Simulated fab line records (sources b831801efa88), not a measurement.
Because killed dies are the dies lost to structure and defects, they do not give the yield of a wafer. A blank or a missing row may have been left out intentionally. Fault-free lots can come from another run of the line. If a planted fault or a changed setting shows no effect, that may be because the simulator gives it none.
Which tool did it? || flow gf180mcu || 7 lots, 21 wafers sampled, at 2 steps of a route of 602

WHAT THE GAUGES SHOWED, per wafer
GF_SALICIDE_RS_MEAS_04: uses a four-point probe to measure.
{"lot": "L670", "measured": "day 16 14:15", "on": "film-metro-04", "SALICIDE_TIN_RS (ohm/sq)": "16.14 16.02 16.03"}
{"lot": "L672", "measured": "day 17 15:23", "on": "film-metro-04", "SALICIDE_TIN_RS (ohm/sq)": "16.64 16.53 16.18"}
{"lot": "L674", "measured": "day 18 08:11", "on": "film-metro-02", "SALICIDE_TIN_RS (ohm/sq)": "16.79 16.66 16.64"}
{"lot": "L679", "measured": "day 20 06:46", "on": "film-metro-02", "SALICIDE_TIN_RS (ohm/sq)": "15.94 15.94 17.08"}
{"lot": "L685", "measured": "day 22 05:52", "on": "film-metro-04", "SALICIDE_TIN_RS (ohm/sq)": "15.98 16.15 16.07"}
{"lot": "L687", "measured": "day 22 15:38", "on": "film-metro-04", "SALICIDE_TIN_RS (ohm/sq)": "16.04 16.10 15.87"}
{"lot": "L689", "measured": "day 23 14:01", "on": "film-metro-01", "SALICIDE_TIN_RS (ohm/sq)": "15.75 15.63 15.60"}

TOOL THAT RAN EACH LOT (tool first, then ch and the chambers of the sampled wafers, then the start)
{"lot": "L670", "GF_SALICIDE_SPUTTER_02": "pvd-sputter-03, day 16 14:11"}
{"lot": "L672", "GF_SALICIDE_SPUTTER_02": "pvd-sputter-04, day 17 15:20"}
{"lot": "L674", "GF_SALICIDE_SPUTTER_02": "pvd-sputter-03, day 18 08:08"}
{"lot": "L679", "GF_SALICIDE_SPUTTER_02": "pvd-sputter-03, day 20 06:43"}
{"lot": "L685", "GF_SALICIDE_SPUTTER_02": "pvd-sputter-04, day 22 05:49"}
{"lot": "L687", "GF_SALICIDE_SPUTTER_02": "pvd-sputter-01, day 22 15:35"}
{"lot": "L689", "GF_SALICIDE_SPUTTER_02": "pvd-sputter-01, day 23 13:56"}
- GF_SALICIDE_SPUTTER_02: material Co, target thk 10 nm, time 20 s.

THE ANSWER, worked out from the rows above alone
Rule: usual is defined by the lots themselves. The widest of any qualifying gaps counts: lots, ordered by their means at a reading, are off when they make up no more than a third of the lots, leave a main group of 4 or more, and stand apart from it by 3 or more times the standard deviation of that group's means. A main group is skipped when, at the precision printed for the reading in the tables above, its means are all equal. Also off: a lot with no number at a reading for which 4 or more lots have one. Any other lot the step has rows for is counted as sound.
No lot is off at any reading shown: from this, nothing can be told.

WHAT HAD BEEN PUT IN BY THE SIMULATOR
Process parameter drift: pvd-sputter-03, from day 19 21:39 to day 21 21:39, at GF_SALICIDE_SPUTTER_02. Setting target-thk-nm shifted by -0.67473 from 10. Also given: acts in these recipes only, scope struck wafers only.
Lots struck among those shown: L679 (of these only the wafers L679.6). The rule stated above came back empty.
